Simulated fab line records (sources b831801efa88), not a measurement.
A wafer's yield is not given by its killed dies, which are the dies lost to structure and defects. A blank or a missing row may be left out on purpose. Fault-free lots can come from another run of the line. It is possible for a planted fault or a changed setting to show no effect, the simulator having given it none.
fab line records / flow sfq-line
record lots=14 wafers=42 last-day=91
route steps=325 shown I1@74
lots that met no fault: taken from a fault-free run of the same line
start-h: start of the lot's first displayed wafer, in hours after the record's first day / wait-h: time in hours since the lot's previous step / " the same as in the row above / L1.1+2: one row covering several wafers at once / - value missing, or start not given / * or withheld: withheld / < > ~ a bound
route shown NAME@n: a module of which the file shows steps, and the number in the route of the first / usual: mean/standard deviation taken from wafers without a fault / same: alike in all rows / chamber/n: place in a boat / sites: the reading at each site / _std_site: the values' standard deviation / _edge_site: the outer-site mean with the inner-site mean subtracted / radius-mm: how far each site lies from the wafer's centre / mask NAME#n: copy n / behind: the last tool/chamber to shape the wafer / hold: reason for holding the lot/hours on hold/outcome of the hold / device: the transistor (n, p or np) that didn't switch / end of line: the same wafers' tests at the end of the route / a step given without rows: its recipe and nothing more / killed: not the wafer's yield, but the dies lost to structure and defects at the first sort / map: a wafer's dies, marking killed ones x, the rest . and places with no die _
set.NAME: the run value of the setting; set.NAME@STEP: its run value at that earlier step / model.NAME: the simulator's own value behind a step, which no gauge read
one table for each step of the route and one row for each wafer, over a sample of lots
services: from which hour (start-h, from the record's first day; less than 0 if before it) a tool's chamber was out of use, for how many hours, and why
## steps
# step SFQ_TRILAYER_I1_CMP_CMP_046
# recipe material=SiO2 down-force-psi=3 platen-rpm=60 pad-velocity-m-s=0.94248
# usual motor-current-A=9.9/0.9 retaining-ring-pressure-frac=1.001/0.005 time-to-endpoint-s=215/7
lot.wafer=L609.4 tool=cmp-01 chamber=3 start-h=532.54 wait-h=0.5 motor-current-A=10.4 retaining-ring-pressure-frac=1.009 time-to-endpoint-s=229
lot.wafer=L609.5 tool=cmp-01 chamber=2 start-h=534.04 wait-h=2.0 motor-current-A=9.0 retaining-ring-pressure-frac=1.004 time-to-endpoint-s=221
lot.wafer=L609.6 tool=cmp-01 chamber=3 start-h=534.04 wait-h=2.0 motor-current-A=10.2 retaining-ring-pressure-frac=1.004 time-to-endpoint-s=222
lot.wafer=L610.1 tool=cmp-01 chamber=2 start-h=543.26 wait-h=0.0 motor-current-A=9.8 retaining-ring-pressure-frac=1.005 time-to-endpoint-s=217
lot.wafer=L610.2 tool=cmp-01 chamber=3 start-h=543.26 wait-h=0.0 motor-current-A=10.2 retaining-ring-pressure-frac=1.001 time-to-endpoint-s=216
lot.wafer=L610.4 tool=cmp-01 chamber=0 start-h=543.26 wait-h=0.0 motor-current-A=8.3 retaining-ring-pressure-frac=0.998 time-to-endpoint-s=219
lot.wafer=L611.3 tool=cmp-02 chamber=3 start-h=564.74 wait-h=1.5 motor-current-A=10.7 retaining-ring-pressure-frac=0.999 time-to-endpoint-s=210
lot.wafer=L611.5 tool=cmp-02 chamber=0 start-h=564.74 wait-h=1.5 motor-current-A=9.7 retaining-ring-pressure-frac=1.002 time-to-endpoint-s=208
lot.wafer=L611.6 tool=cmp-02 chamber=1 start-h=564.74 wait-h=1.5 motor-current-A=10.1 retaining-ring-pressure-frac=0.999 time-to-endpoint-s=208
lot.wafer=L612.3 tool=cmp-01 chamber=1 start-h=568.46 wait-h=0.0 motor-current-A=8.5 retaining-ring-pressure-frac=0.995 time-to-endpoint-s=216
lot.wafer=L612.2 tool=cmp-01 chamber=2 start-h=568.46 wait-h=0.0 motor-current-A=9.3 retaining-ring-pressure-frac=1.003 time-to-endpoint-s=213
lot.wafer=L612.1 tool=cmp-01 chamber=3 start-h=568.46 wait-h=0.0 motor-current-A=10.3 retaining-ring-pressure-frac=1.007 time-to-endpoint-s=222
lot.wafer=L613.3 tool=cmp-02 chamber=2 start-h=591.38 wait-h=0.5 motor-current-A=9.9 retaining-ring-pressure-frac=1.005 time-to-endpoint-s=198
lot.wafer=L613.1 tool=cmp-02 chamber=0 start-h=592.38 wait-h=1.5 motor-current-A=9.9 retaining-ring-pressure-frac=0.995 time-to-endpoint-s=204
lot.wafer=L613.6 tool=cmp-02 chamber=1 start-h=592.38 wait-h=1.5 motor-current-A=10.8 retaining-ring-pressure-frac=1.003 time-to-endpoint-s=210
lot.wafer=L615.3 tool=cmp-02 chamber=3 start-h=613.35 wait-h=1.5 motor-current-A=11.5 retaining-ring-pressure-frac=1.005 time-to-endpoint-s=208
lot.wafer=L615.5 tool=cmp-02 chamber=0 start-h=613.35 wait-h=1.5 motor-current-A=10.1 retaining-ring-pressure-frac=0.995 time-to-endpoint-s=277
lot.wafer=L615.6 tool=cmp-02 chamber=1 start-h=613.35 wait-h=1.5 motor-current-A=10.3 retaining-ring-pressure-frac=0.998 time-to-endpoint-s=284
lot.wafer=L616.4 tool=cmp-02 chamber=0 start-h=615.45 wait-h=0.0 motor-current-A=9.8 retaining-ring-pressure-frac=1.008 time-to-endpoint-s=211
lot.wafer=L616.6 tool=cmp-02 chamber=0 start-h=617.45 wait-h=2.0 motor-current-A=10.1 retaining-ring-pressure-frac=0.992 time-to-endpoint-s=278
lot.wafer=L616.5 tool=cmp-02 chamber=1 start-h=617.45 wait-h=2.0 motor-current-A=10.6 retaining-ring-pressure-frac=1.003 time-to-endpoint-s=282
lot.wafer=L622.1 tool=cmp-01 chamber=0 start-h=681.71 wait-h=1.5 motor-current-A=7.8 retaining-ring-pressure-frac=0.997 time-to-endpoint-s=212
lot.wafer=L622.4 tool=cmp-01 chamber=2 start-h=682.71 wait-h=2.5 motor-current-A=9.4 retaining-ring-pressure-frac=1.005 time-to-endpoint-s=218
lot.wafer=L622.5 tool=cmp-01 chamber=1 start-h=684.21 wait-h=4.0 motor-current-A=9.2 retaining-ring-pressure-frac=0.999 time-to-endpoint-s=220
lot.wafer=L623.3 tool=cmp-02 chamber=3 start-h=683.82 wait-h=0.0 motor-current-A=11.1 retaining-ring-pressure-frac=0.997 time-to-endpoint-s=215
lot.wafer=L623.4 tool=cmp-02 chamber=2 start-h=685.32 wait-h=1.5 motor-current-A=9.7 retaining-ring-pressure-frac=1.000 time-to-endpoint-s=211
lot.wafer=L623.5 tool=cmp-02 chamber=3 start-h=685.32 wait-h=1.5 motor-current-A=10.5 retaining-ring-pressure-frac=1.004 time-to-endpoint-s=218
lot.wafer=L625.4 tool=cmp-01 chamber=0 start-h=721.91 wait-h=14.3 motor-current-A=8.6 retaining-ring-pressure-frac=1.001 time-to-endpoint-s=221
lot.wafer=L625.6 tool=cmp-01 chamber=0 start-h=723.91 wait-h=16.3 motor-current-A=8.4 retaining-ring-pressure-frac=1.004 time-to-endpoint-s=228
lot.wafer=L625.5 tool=cmp-01 chamber=1 start-h=723.91 wait-h=16.3 motor-current-A=8.8 retaining-ring-pressure-frac=1.002 time-to-endpoint-s=225
lot.wafer=L626.1 tool=cmp-02 chamber=1 start-h=741.02 wait-h=23.8 motor-current-A=10.4 retaining-ring-pressure-frac=1.003 time-to-endpoint-s=212
lot.wafer=L626.6 tool=cmp-02 chamber=3 start-h=742.02 wait-h=24.8 motor-current-A=11.1 retaining-ring-pressure-frac=0.999 time-to-endpoint-s=220
lot.wafer=L626.5 tool=cmp-02 chamber=0 start-h=742.02 wait-h=24.8 motor-current-A=10.6 retaining-ring-pressure-frac=1.000 time-to-endpoint-s=215
lot.wafer=L627.1 tool=cmp-02 chamber=0 start-h=752.52 wait-h=28.1 motor-current-A=10.2 retaining-ring-pressure-frac=0.993 time-to-endpoint-s=213
lot.wafer=L627.4 tool=cmp-02 chamber=2 start-h=753.52 wait-h=29.1 motor-current-A=10.0 retaining-ring-pressure-frac=1.004 time-to-endpoint-s=223
lot.wafer=L627.6 tool=cmp-02 chamber=0 start-h=754.52 wait-h=30.1 motor-current-A=10.2 retaining-ring-pressure-frac=0.998 time-to-endpoint-s=216
lot.wafer=L629.2 tool=cmp-02 chamber=2 start-h=767.52 wait-h=25.1 motor-current-A=10.0 retaining-ring-pressure-frac=0.996 time-to-endpoint-s=221
lot.wafer=L629.4 tool=cmp-02 chamber=0 start-h=768.52 wait-h=26.1 motor-current-A=10.3 retaining-ring-pressure-frac=0.997 time-to-endpoint-s=220
lot.wafer=L629.5 tool=cmp-02 chamber=1 start-h=768.52 wait-h=26.1 motor-current-A=11.0 retaining-ring-pressure-frac=1.003 time-to-endpoint-s=223
lot.wafer=L630.2 tool=cmp-01 chamber=2 start-h=777.41 wait-h=19.4 motor-current-A=9.4 retaining-ring-pressure-frac=0.988 time-to-endpoint-s=213
lot.wafer=L630.4 tool=cmp-01 chamber=0 start-h=778.41 wait-h=20.3 motor-current-A=8.1 retaining-ring-pressure-frac=1.008 time-to-endpoint-s=220
lot.wafer=L630.5 tool=cmp-01 chamber=1 start-h=778.41 wait-h=20.3 motor-current-A=8.2 retaining-ring-pressure-frac=1.007 time-to-endpoint-s=219
# step SFQ_I1_BOW_MEAS_912
# recipe mode=bow
# usual I1_BOW=2/7.7
lot.wafer=L609.4 tool=film-metro-03 chamber=- start-h=535.10 wait-h=2.1 I1_BOW[um]=6
lot.wafer=L609.5 tool=film-metro-03 chamber=- start-h=535.10 wait-h=2.1 I1_BOW[um]=2
lot.wafer=L609.6 tool=film-metro-03 chamber=- start-h=535.10 wait-h=2.1 I1_BOW[um]=8
lot.wafer=L610.1 tool=film-metro-02 chamber=- start-h=546.26 wait-h=2.5 I1_BOW[um]=-10
lot.wafer=L610.2 tool=film-metro-02 chamber=- start-h=546.26 wait-h=2.5 I1_BOW[um]=-3
lot.wafer=L610.4 tool=film-metro-02 chamber=- start-h=546.26 wait-h=2.5 I1_BOW[um]=-7
lot.wafer=L611.3 tool=film-metro-04 chamber=- start-h=566.28 wait-h=1.0 I1_BOW[um]=15
lot.wafer=L611.5 tool=film-metro-04 chamber=- start-h=566.28 wait-h=1.0 I1_BOW[um]=-3
lot.wafer=L611.6 tool=film-metro-04 chamber=- start-h=566.28 wait-h=1.0 I1_BOW[um]=20
lot.wafer=L612.1 tool=film-metro-04 chamber=- start-h=571.46 wait-h=1.5 I1_BOW[um]=13
lot.wafer=L612.2 tool=film-metro-04 chamber=- start-h=571.46 wait-h=1.5 I1_BOW[um]=4
lot.wafer=L612.3 tool=film-metro-04 chamber=- start-h=571.46 wait-h=1.5 I1_BOW[um]=6
lot.wafer=L613.1 tool=film-metro-03 chamber=- start-h=593.88 wait-h=1.0 I1_BOW[um]=-9
lot.wafer=L613.3 tool=film-metro-03 chamber=- start-h=593.88 wait-h=1.0 I1_BOW[um]=-12
lot.wafer=L613.6 tool=film-metro-03 chamber=- start-h=593.88 wait-h=1.0 I1_BOW[um]=-2
lot.wafer=L615.3 tool=film-metro-03 chamber=- start-h=614.89 wait-h=1.0 I1_BOW[um]=11
lot.wafer=L615.5 tool=film-metro-03 chamber=- start-h=614.89 wait-h=1.0 I1_BOW[um]=15
lot.wafer=L615.6 tool=film-metro-03 chamber=- start-h=614.89 wait-h=1.0 I1_BOW[um]=13
lot.wafer=L615.3 tool=film-metro-03 chamber=- start-h=616.21 wait-h=1.3 I1_BOW[um]=-
lot.wafer=L615.5 tool=film-metro-03 chamber=- start-h=616.21 wait-h=1.3 I1_BOW[um]=-
lot.wafer=L615.6 tool=film-metro-03 chamber=- start-h=616.21 wait-h=1.3 I1_BOW[um]=-
lot.wafer=L616.4 tool=film-metro-02 chamber=- start-h=618.51 wait-h=2.6 I1_BOW[um]=10
lot.wafer=L616.5 tool=film-metro-02 chamber=- start-h=618.51 wait-h=2.6 I1_BOW[um]=10
lot.wafer=L616.6 tool=film-metro-02 chamber=- start-h=618.51 wait-h=2.6 I1_BOW[um]=5
lot.wafer=L616.4 tool=film-metro-02 chamber=- start-h=619.83 wait-h=1.3 I1_BOW[um]=-
lot.wafer=L616.5 tool=film-metro-02 chamber=- start-h=619.83 wait-h=1.3 I1_BOW[um]=-
lot.wafer=L616.6 tool=film-metro-02 chamber=- start-h=619.83 wait-h=1.3 I1_BOW[um]=-
lot.wafer=L622.1 tool=film-metro-03 chamber=- start-h=684.71 wait-h=2.5 I1_BOW[um]=3
lot.wafer=L622.4 tool=film-metro-03 chamber=- start-h=684.71 wait-h=2.5 I1_BOW[um]=9
lot.wafer=L622.5 tool=film-metro-03 chamber=- start-h=684.71 wait-h=2.5 I1_BOW[um]=-6
lot.wafer=L623.3 tool=film-metro-04 chamber=- start-h=686.86 wait-h=2.5 I1_BOW[um]=2
lot.wafer=L623.4 tool=film-metro-04 chamber=- start-h=686.86 wait-h=2.5 I1_BOW[um]=5
lot.wafer=L623.5 tool=film-metro-04 chamber=- start-h=686.86 wait-h=2.5 I1_BOW[um]=-4
lot.wafer=L625.4 tool=film-metro-04 chamber=- start-h=724.97 wait-h=2.6 I1_BOW[um]=8
lot.wafer=L625.5 tool=film-metro-04 chamber=- start-h=724.97 wait-h=2.6 I1_BOW[um]=-1
lot.wafer=L625.6 tool=film-metro-04 chamber=- start-h=724.97 wait-h=2.6 I1_BOW[um]=7
lot.wafer=L626.1 tool=film-metro-04 chamber=- start-h=743.02 wait-h=1.5 I1_BOW[um]=4
lot.wafer=L626.5 tool=film-metro-04 chamber=- start-h=743.02 wait-h=1.5 I1_BOW[um]=11
lot.wafer=L626.6 tool=film-metro-04 chamber=- start-h=743.02 wait-h=1.5 I1_BOW[um]=-6
lot.wafer=L627.1 tool=film-metro-03 chamber=- start-h=755.02 wait-h=2.0 I1_BOW[um]=10
lot.wafer=L627.4 tool=film-metro-03 chamber=- start-h=755.02 wait-h=2.0 I1_BOW[um]=19
lot.wafer=L627.6 tool=film-metro-03 chamber=- start-h=755.02 wait-h=2.0 I1_BOW[um]=7
lot.wafer=L629.2 tool=film-metro-03 chamber=- start-h=770.04 wait-h=2.0 I1_BOW[um]=8
lot.wafer=L629.4 tool=film-metro-03 chamber=- start-h=770.04 wait-h=2.0 I1_BOW[um]=-2
lot.wafer=L629.5 tool=film-metro-03 chamber=- start-h=770.04 wait-h=2.0 I1_BOW[um]=1
lot.wafer=L630.2 tool=film-metro-03 chamber=- start-h=779.93 wait-h=2.0 I1_BOW[um]=-2
lot.wafer=L630.4 tool=film-metro-03 chamber=- start-h=779.93 wait-h=2.0 I1_BOW[um]=-4
lot.wafer=L630.5 tool=film-metro-03 chamber=- start-h=779.93 wait-h=2.0 I1_BOW[um]=9
# step SFQ_TRILAYER_I1_METRO_MEASURE_047
# usual thk-nm=199.9/1.2
lot.wafer=L609.4 tool=film-metro-03 chamber=- start-h=535.76 wait-h=0.6 thk-nm=200.0
lot.wafer=L609.5 tool=film-metro-03 chamber=- start-h=535.76 wait-h=0.6 thk-nm=201.4
lot.wafer=L609.6 tool=film-metro-03 chamber=- start-h=535.76 wait-h=0.6 thk-nm=199.9
lot.wafer=L610.1 tool=film-metro-02 chamber=- start-h=546.38 wait-h=0.1 thk-nm=200.7
lot.wafer=L610.2 tool=film-metro-02 chamber=- start-h=546.38 wait-h=0.1 thk-nm=200.5
lot.wafer=L610.4 tool=film-metro-02 chamber=- start-h=546.38 wait-h=0.1 thk-nm=200.2
lot.wafer=L611.3 tool=film-metro-04 chamber=- start-h=566.76 wait-h=0.5 thk-nm=199.2
lot.wafer=L611.5 tool=film-metro-04 chamber=- start-h=566.76 wait-h=0.5 thk-nm=198.7
lot.wafer=L611.6 tool=film-metro-04 chamber=- start-h=566.76 wait-h=0.5 thk-nm=198.9
lot.wafer=L612.1 tool=film-metro-04 chamber=- start-h=571.58 wait-h=0.1 thk-nm=201.0
lot.wafer=L612.2 tool=film-metro-04 chamber=- start-h=571.58 wait-h=0.1 thk-nm=201.7
lot.wafer=L612.3 tool=film-metro-04 chamber=- start-h=571.58 wait-h=0.1 thk-nm=201.6
lot.wafer=L613.1 tool=film-metro-03 chamber=- start-h=594.00 wait-h=0.1 thk-nm=198.7
lot.wafer=L613.3 tool=film-metro-03 chamber=- start-h=594.00 wait-h=0.1 thk-nm=198.4
lot.wafer=L613.6 tool=film-metro-03 chamber=- start-h=594.00 wait-h=0.1 thk-nm=199.3
lot.wafer=L615.3 tool=film-metro-03 chamber=- start-h=622.39 wait-h=6.2 thk-nm=200.2
lot.wafer=L615.5 tool=film-metro-03 chamber=- start-h=622.39 wait-h=6.2 thk-nm=303.2
lot.wafer=L615.6 tool=film-metro-03 chamber=- start-h=622.39 wait-h=6.2 thk-nm=306.2
lot.wafer=L615.3 tool=film-metro-03 chamber=- start-h=623.76 wait-h=1.2 thk-nm=200.2
lot.wafer=L615.5 tool=film-metro-03 chamber=- start-h=623.76 wait-h=1.2 thk-nm=303.2
lot.wafer=L615.6 tool=film-metro-03 chamber=- start-h=623.76 wait-h=1.2 thk-nm=306.4
lot.wafer=L616.4 tool=film-metro-02 chamber=- start-h=631.11 wait-h=11.3 thk-nm=199.4
lot.wafer=L616.5 tool=film-metro-02 chamber=- start-h=631.11 wait-h=11.3 thk-nm=304.9
lot.wafer=L616.6 tool=film-metro-02 chamber=- start-h=631.11 wait-h=11.3 thk-nm=303.7
lot.wafer=L616.4 tool=film-metro-02 chamber=- start-h=632.97 wait-h=1.7 thk-nm=199.4
lot.wafer=L616.5 tool=film-metro-02 chamber=- start-h=632.97 wait-h=1.7 thk-nm=304.9
lot.wafer=L616.6 tool=film-metro-02 chamber=- start-h=632.97 wait-h=1.7 thk-nm=303.8
lot.wafer=L622.1 tool=film-metro-03 chamber=- start-h=684.83 wait-h=0.1 thk-nm=200.2
lot.wafer=L622.4 tool=film-metro-03 chamber=- start-h=684.83 wait-h=0.1 thk-nm=200.6
lot.wafer=L622.5 tool=film-metro-03 chamber=- start-h=684.83 wait-h=0.1 thk-nm=201.7
lot.wafer=L623.3 tool=film-metro-04 chamber=- start-h=687.34 wait-h=0.5 thk-nm=201.0
lot.wafer=L623.4 tool=film-metro-04 chamber=- start-h=687.34 wait-h=0.5 thk-nm=201.0
lot.wafer=L623.5 tool=film-metro-04 chamber=- start-h=687.34 wait-h=0.5 thk-nm=200.2
lot.wafer=L625.4 tool=film-metro-04 chamber=- start-h=725.63 wait-h=0.6 thk-nm=201.0
lot.wafer=L625.5 tool=film-metro-04 chamber=- start-h=725.63 wait-h=0.6 thk-nm=202.1
lot.wafer=L625.6 tool=film-metro-04 chamber=- start-h=725.63 wait-h=0.6 thk-nm=200.6
lot.wafer=L626.1 tool=film-metro-04 chamber=- start-h=743.14 wait-h=0.1 thk-nm=198.3
lot.wafer=L626.5 tool=film-metro-04 chamber=- start-h=743.14 wait-h=0.1 thk-nm=199.0
lot.wafer=L626.6 tool=film-metro-04 chamber=- start-h=743.14 wait-h=0.1 thk-nm=200.6
lot.wafer=L627.1 tool=film-metro-03 chamber=- start-h=755.14 wait-h=0.1 thk-nm=198.7
lot.wafer=L627.4 tool=film-metro-03 chamber=- start-h=755.14 wait-h=0.1 thk-nm=198.7
lot.wafer=L627.6 tool=film-metro-03 chamber=- start-h=755.14 wait-h=0.1 thk-nm=198.7
lot.wafer=L629.2 tool=film-metro-03 chamber=- start-h=770.34 wait-h=0.3 thk-nm=200.4
lot.wafer=L629.4 tool=film-metro-03 chamber=- start-h=770.34 wait-h=0.3 thk-nm=199.7
lot.wafer=L629.5 tool=film-metro-03 chamber=- start-h=770.34 wait-h=0.3 thk-nm=201.1
lot.wafer=L630.2 tool=film-metro-03 chamber=- start-h=780.23 wait-h=0.3 thk-nm=201.2
lot.wafer=L630.4 tool=film-metro-03 chamber=- start-h=780.23 wait-h=0.3 thk-nm=199.2
lot.wafer=L630.5 tool=film-metro-03 chamber=- start-h=780.23 wait-h=0.3 thk-nm=201.6
# step SFQ_TRILAYER_I1_VIA_ETCH_VIA_ETCH_052
# recipe target=SiO2 stop-on=Nb mask-material=PR taper-deg=20 chemistry=CHF3 target-depth-nm=260 source-w=500 bias-w=80 pressure-mtorr=30 time-s=withheld
# usual drypump-motor-current-A=5.6/0.42 oes-product-au=0.854/0.0055
lot.wafer=L609.4 tool=rie-diel-01 chamber=0 start-h=693.44 wait-h=0.0 drypump-motor-current-A=6.2 oes-product-au=0.846
lot.wafer=L609.5 tool=rie-diel-01 chamber=3 start-h=693.44 wait-h=0.0 drypump-motor-current-A=5.4 oes-product-au=0.861
lot.wafer=L609.6 tool=rie-diel-01 chamber=2 start-h=693.44 wait-h=0.0 drypump-motor-current-A=5.5 oes-product-au=0.854
lot.wafer=L610.1 tool=rie-diel-01 chamber=1 start-h=700.64 wait-h=0.0 drypump-motor-current-A=5.4 oes-product-au=0.856
lot.wafer=L610.2 tool=rie-diel-01 chamber=2 start-h=700.64 wait-h=0.0 drypump-motor-current-A=5.5 oes-product-au=0.859
lot.wafer=L610.4 tool=rie-diel-01 chamber=3 start-h=700.64 wait-h=0.0 drypump-motor-current-A=5.4 oes-product-au=0.853
lot.wafer=L611.3 tool=rie-diel-04 chamber=3 start-h=717.44 wait-h=0.0 drypump-motor-current-A=5.9 oes-product-au=0.854
lot.wafer=L611.5 tool=rie-diel-04 chamber=2 start-h=717.44 wait-h=0.0 drypump-motor-current-A=5.5 oes-product-au=0.851
lot.wafer=L611.6 tool=rie-diel-04 chamber=1 start-h=717.44 wait-h=0.0 drypump-motor-current-A=6.2 oes-product-au=0.849
lot.wafer=L612.1 tool=rie-diel-01 chamber=2 start-h=722.24 wait-h=0.0 drypump-motor-current-A=5.5 oes-product-au=0.854
lot.wafer=L612.2 tool=rie-diel-01 chamber=0 start-h=722.24 wait-h=0.0 drypump-motor-current-A=6.2 oes-product-au=0.863
lot.wafer=L612.3 tool=rie-diel-01 chamber=1 start-h=722.24 wait-h=0.0 drypump-motor-current-A=5.4 oes-product-au=0.862
lot.wafer=L613.1 tool=rie-diel-03 chamber=1 start-h=740.24 wait-h=0.0 drypump-motor-current-A=5.6 oes-product-au=0.852
lot.wafer=L613.3 tool=rie-diel-03 chamber=3 start-h=740.24 wait-h=0.0 drypump-motor-current-A=5.8 oes-product-au=0.848
lot.wafer=L613.6 tool=rie-diel-03 chamber=1 start-h=740.24 wait-h=0.0 drypump-motor-current-A=5.6 oes-product-au=0.856
lot.wafer=L615.3 tool=rie-diel-04 chamber=1 start-h=751.53 wait-h=0.0 drypump-motor-current-A=6.2 oes-product-au=0.856
lot.wafer=L615.5 tool=rie-diel-04 chamber=2 start-h=751.53 wait-h=0.0 drypump-motor-current-A=5.5 oes-product-au=1.003
lot.wafer=L615.6 tool=rie-diel-04 chamber=3 start-h=751.53 wait-h=0.0 drypump-motor-current-A=5.9 oes-product-au=1.008
lot.wafer=L616.4 tool=rie-diel-03 chamber=0 start-h=754.74 wait-h=0.1 drypump-motor-current-A=5.5 oes-product-au=0.847
lot.wafer=L616.5 tool=rie-diel-03 chamber=2 start-h=754.74 wait-h=0.1 drypump-motor-current-A=4.6 oes-product-au=1.001
lot.wafer=L616.6 tool=rie-diel-03 chamber=3 start-h=754.74 wait-h=0.1 drypump-motor-current-A=5.8 oes-product-au=1.004
lot.wafer=L622.1 tool=rie-diel-03 chamber=3 start-h=798.01 wait-h=0.0 drypump-motor-current-A=5.7 oes-product-au=0.855
lot.wafer=L622.4 tool=rie-diel-03 chamber=2 start-h=798.01 wait-h=0.0 drypump-motor-current-A=4.7 oes-product-au=0.847
lot.wafer=L622.5 tool=rie-diel-03 chamber=1 start-h=798.01 wait-h=0.0 drypump-motor-current-A=5.6 oes-product-au=0.857
lot.wafer=L623.3 tool=rie-diel-04 chamber=0 start-h=800.41 wait-h=0.0 drypump-motor-current-A=5.4 oes-product-au=0.855
lot.wafer=L623.4 tool=rie-diel-04 chamber=2 start-h=800.41 wait-h=0.0 drypump-motor-current-A=5.5 oes-product-au=0.862
lot.wafer=L623.5 tool=rie-diel-04 chamber=0 start-h=800.41 wait-h=0.0 drypump-motor-current-A=5.4 oes-product-au=0.857
lot.wafer=L625.4 tool=rie-diel-03 chamber=1 start-h=845.96 wait-h=0.1 drypump-motor-current-A=5.6 oes-product-au=0.854
lot.wafer=L625.5 tool=rie-diel-03 chamber=2 start-h=845.96 wait-h=0.1 drypump-motor-current-A=4.7 oes-product-au=0.865
lot.wafer=L625.6 tool=rie-diel-03 chamber=0 start-h=845.96 wait-h=0.1 drypump-motor-current-A=5.6 oes-product-au=0.846
lot.wafer=L626.1 tool=rie-diel-03 chamber=1 start-h=871.10 wait-h=0.0 drypump-motor-current-A=5.6 oes-product-au=0.854
lot.wafer=L626.5 tool=rie-diel-03 chamber=2 start-h=871.10 wait-h=0.0 drypump-motor-current-A=4.7 oes-product-au=0.848
lot.wafer=L626.6 tool=rie-diel-03 chamber=1 start-h=871.10 wait-h=0.0 drypump-motor-current-A=5.6 oes-product-au=0.864
lot.wafer=L627.1 tool=rie-diel-03 chamber=0 start-h=885.31 wait-h=0.0 drypump-motor-current-A=5.6 oes-product-au=0.862
lot.wafer=L627.4 tool=rie-diel-03 chamber=2 start-h=885.31 wait-h=0.0 drypump-motor-current-A=4.7 oes-product-au=0.859
lot.wafer=L627.6 tool=rie-diel-03 chamber=1 start-h=885.31 wait-h=0.0 drypump-motor-current-A=5.6 oes-product-au=0.846
lot.wafer=L629.2 tool=rie-diel-01 chamber=0 start-h=910.51 wait-h=0.0 drypump-motor-current-A=6.2 oes-product-au=0.854
lot.wafer=L629.4 tool=rie-diel-01 chamber=0 start-h=910.51 wait-h=0.0 drypump-motor-current-A=6.3 oes-product-au=0.854
lot.wafer=L629.5 tool=rie-diel-01 chamber=1 start-h=910.51 wait-h=0.0 drypump-motor-current-A=5.4 oes-product-au=0.848
lot.wafer=L630.2 tool=rie-diel-01 chamber=1 start-h=924.82 wait-h=0.0 drypump-motor-current-A=5.4 oes-product-au=0.859
lot.wafer=L630.4 tool=rie-diel-01 chamber=2 start-h=924.82 wait-h=0.0 drypump-motor-current-A=5.5 oes-product-au=0.837
lot.wafer=L630.5 tool=rie-diel-01 chamber=0 start-h=924.82 wait-h=0.0 drypump-motor-current-A=6.3 oes-product-au=0.856
## services
tool=rie-diel-03 chamber=- start-h=532.57 hours=1.5 kind=repair
tool=cmp-02 chamber=- start-h=541.73 hours=9.0 kind=repair
tool=cmp-02 chamber=- start-h=550.76 hours=5.9 kind=pm
tool=cmp-02 chamber=- start-h=551.64 hours=3.2 kind=repair
tool=cmp-01 chamber=- start-h=566.72 hours=1.2 kind=repair
tool=film-metro-03 chamber=- start-h=570.56 hours=0.9 kind=pm
tool=cmp-01 chamber=- start-h=577.93 hours=1.1 kind=repair
tool=cmp-02 chamber=- start-h=585.83 hours=4.0 kind=pm
tool=rie-diel-03 chamber=- start-h=595.66 hours=1.0 kind=repair
tool=rie-diel-03 chamber=- start-h=624.75 hours=2.7 kind=repair
tool=rie-diel-03 chamber=3 start-h=625.39 hours=16.8 kind=repair
tool=film-metro-03 chamber=- start-h=647.37 hours=0.3 kind=pm
tool=film-metro-03 chamber=- start-h=678.64 hours=1.9 kind=pm
tool=cmp-02 chamber=- start-h=695.82 hours=6.5 kind=pm
tool=cmp-02 chamber=- start-h=706.86 hours=0.4 kind=repair
tool=cmp-02 chamber=- start-h=724.51 hours=9.5 kind=repair
tool=cmp-01 chamber=- start-h=751.91 hours=4.0 kind=pm
tool=rie-diel-03 chamber=1 start-h=752.91 hours=4.6 kind=repair
tool=cmp-02 chamber=- start-h=792.69 hours=1.4 kind=repair
tool=cmp-01 chamber=- start-h=797.91 hours=6.0 kind=pm
tool=film-metro-03 chamber=- start-h=814.58 hours=1.3 kind=pm
tool=cmp-02 chamber=- start-h=848.38 hours=1.2 kind=repair
tool=film-metro-03 chamber=- start-h=892.08 hours=0.4 kind=pm
tool=film-metro-03 chamber=- start-h=923.64 hours=0.4 kind=pm
## key
first-sign step=SFQ_TRILAYER_I1_CMP_CMP_046 reading=time-to-endpoint-s direction=up sigmas=9.4 usual=* struck=*
effect step=SFQ_I1_BOW_MEAS_912 reading=visit direction=added
effect step=SFQ_TRILAYER_I1_METRO_MEASURE_047 reading=visit direction=added
effect step=SFQ_TRILAYER_I1_METRO_MEASURE_047 reading=thk-nm direction=up sigmas=88 usual=199.9 struck=304.5
effect step=SFQ_TRILAYER_I1_VIA_ETCH_VIA_ETCH_052 reading=oes-product-au direction=up sigmas=27 usual=0.854 struck=1.004
met-at SFQ_TRILAYER_I1_CMP_CMP_046
struck-lots L615,L616
struck-wafers L615.5,L615.6,L616.5,L616.6
onset-between 591.38 613.35
fault kind=process-parameter-drift tool=cmp-02 chamber=- onset-h=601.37 steps=SFQ_TRILAYER_I1_CMP_CMP_046 channel=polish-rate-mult offset=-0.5 shape=step end-h=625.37 scope=struck-wafers-only
